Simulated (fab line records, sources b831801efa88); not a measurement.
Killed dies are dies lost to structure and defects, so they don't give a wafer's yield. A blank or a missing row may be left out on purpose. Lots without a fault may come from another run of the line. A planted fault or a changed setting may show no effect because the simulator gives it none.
fab line records | flow sfq_line
record lots=16 wafers=48 last_day=96
route steps=325 shown JJ@188
lots that met no fault: from a run of the same line without faults
start_h: hours from the record's first day to the start of the lot's first wafer shown | wait_h: hours since the lot's step before | " the same as in the row above | L1.1+2: a row that stands for several wafers | - no value, or no start given | * or withheld: withheld | < > ~ a bound
route shown NAME@n: a module of which the file shows steps, and the number in the route of the first | usual: mean/standard deviation of fault-free wafers | same: alike in all rows | chamber/n: place in a boat | sites: the reading at each site | _std_site: their standard deviation | _edge_site: outer sites' mean less inner sites' | radius_mm: how far each site lies from the wafer's centre | mask NAME#n: copy n | behind: the tool/chamber that last shaped the wafer | hold: why the lot was held/for how many hours/how that ended | device: the transistor (n, p or np) that didn't switch | end of line: the same wafers' tests at the end of the route | a step without rows: its recipe alone | killed: dies lost to structure and defects at the first sort, not the wafer's yield | map: a wafer's dies, x killed, . not, _ none there
set.NAME: the setting as run; set.NAME@STEP: as run at that earlier step | model.NAME: the simulator's own value behind a step, which no gauge read
steps of the route over a sample of lots; a table a step, a row a wafer
services: from which hour (start_h, from the record's first day; less than 0 if before it) a tool's chamber was out of use, for how many hours, and why
## steps
# step SFQ_TRILAYER_JJ_CE_LITHO_EXPOSE_115
# recipe mask_id=J5 na=0.6 source_shape=conventional sigma_outer=0.65 target_cd_nm=700 dose_mj=14.4
# usual exposure_dose_mJ_cm2=14.398/0.013
# columns lot.wafer tool chamber start_h wait_h mask exposure_dose_mJ_cm2
L726.1 krf_scanner-02 0 1205.41 - J5#0 14.411
L726.5 " 0 " " J5#0 14.412
L726.6 " 0 " " J5#0 14.418
L728.2 krf_scanner-02 0 1214.76 - J5#0 14.386
L728.3 " 0 " " J5#0 14.386
L728.4 " 0 " " J5#0 14.378
L729.1 krf_scanner-01 0 1224.86 - J5#0 14.394
L729.2 " 0 " " J5#0 14.389
L729.5 " 0 " " J5#0 14.399
L730.1 krf_scanner-01 0 1228.86 - J5#0 14.393
L730.3 " 0 " " J5#0 14.396
L730.4 " 0 " " J5#0 14.427
L731.1 krf_scanner-01 0 1241.30 - J5#0 14.396
L731.4 " 0 " " J5#0 14.375
L731.6 " 0 " " J5#0 14.396
L732.3 krf_scanner-01 0 1271.05 - J5#0 14.414
L732.4 " 0 " " J5#0 14.415
L732.6 " 0 " " J5#0 14.400
L733.1 krf_scanner-01 0 1403.51 - J5#0 14.405
L733.5 " 0 " " J5#0 14.397
L733.6 " 0 " " J5#0 14.405
L734.4 krf_scanner-01 0 1407.71 - J5#0 14.396
L734.5 " 0 " " J5#0 14.392
L734.6 " 0 " " J5#0 14.413
L735.1 krf_scanner-01 0 1409.51 - J5#0 14.386
L735.4 " 0 " " J5#0 14.385
L735.6 " 0 " " J5#0 14.383
L736.2 krf_scanner-01 0 1415.71 - J5#0 14.392
L736.5 " 0 " " J5#0 14.406
L736.6 " 0 " " J5#0 14.407
L739.1 krf_scanner-01 0 1549.06 - J5#0 14.720
L739.2 " 0 " " J5#0 14.735
L739.4 " 0 " " J5#0 14.707
L741.1 krf_scanner-01 0 1563.77 - J5#0 14.704
L741.4 " 0 " " J5#0 14.730
L741.5 " 0 " " J5#0 14.725
L740.4 krf_scanner-01 0 1569.35 - J5#0 14.716
L740.5 " 0 " " J5#0 14.730
L740.6 " 0 " " J5#0 14.726
L742.1 krf_scanner-01 0 1578.23 - J5#0 14.740
L742.2 " 0 " " J5#0 14.726
L742.4 " 0 " " J5#0 14.701
L748.4 krf_scanner-02 0 1655.08 - J5#0 14.423
L748.5 " 0 " " J5#0 14.410
L748.6 " 0 " " J5#0 14.417
L749.2 krf_scanner-02 0 1656.92 - J5#0 14.402
L749.5 " 0 " " J5#0 14.400
L749.6 " 0 " " J5#0 14.422
## services
# columns tool chamber start_h hours kind
krf_scanner-01 - 1194.84 1.3 pm
krf_scanner-02 - 1203.21 1.0 pm
krf_scanner-01 - 1221.33 1.0 pm
krf_scanner-01 - 1240.78 0.5 repair
krf_scanner-02 - 1242.58 0.9 repair
krf_scanner-02 - 1296.63 1.3 pm
krf_scanner-01 - 1305.15 0.8 pm
krf_scanner-02 - 1341.28 0.8 pm
krf_scanner-01 - 1354.60 4.0 pm
krf_scanner-01 - 1370.74 1.3 pm
krf_scanner-02 - 1372.73 1.0 pm
krf_scanner-01 - 1390.85 1.0 pm
krf_scanner-02 - 1423.38 7.2 pm
krf_scanner-01 - 1427.75 2.1 repair
krf_scanner-02 - 1462.70 1.0 repair
krf_scanner-02 - 1472.10 1.3 pm
krf_scanner-02 - 1487.62 0.7 repair
krf_scanner-02 - 1510.34 0.8 pm
krf_scanner-01 - 1537.63 5.4 repair
krf_scanner-02 - 1543.75 1.0 pm
krf_scanner-01 - 1552.66 1.3 pm
krf_scanner-01 - 1558.99 1.0 pm
krf_scanner-02 - 1604.84 4.4 pm
krf_scanner-01 - 1615.61 0.9 repair
## key
first_sign step=SFQ_TRILAYER_JJ_CE_LITHO_EXPOSE_115 reading=exposure_dose_mJ_cm2 direction=up sigmas=25 usual=14.398 struck=14.722
effect none on later readings
met_at SFQ_TRILAYER_JJ_CE_LITHO_EXPOSE_115
struck_lots L739,L740,L741,L742
onset_between 1415.71 1549.06
fault kind=process_parameter_drift tool=krf_scanner-01 chamber=- onset_h=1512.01 steps=SFQ_TRILAYER_JJ_CE_LITHO_EXPOSE_115 channel=dose_mj offset=0.32565 shape=step acts_in=these_recipes_only stated=14.4
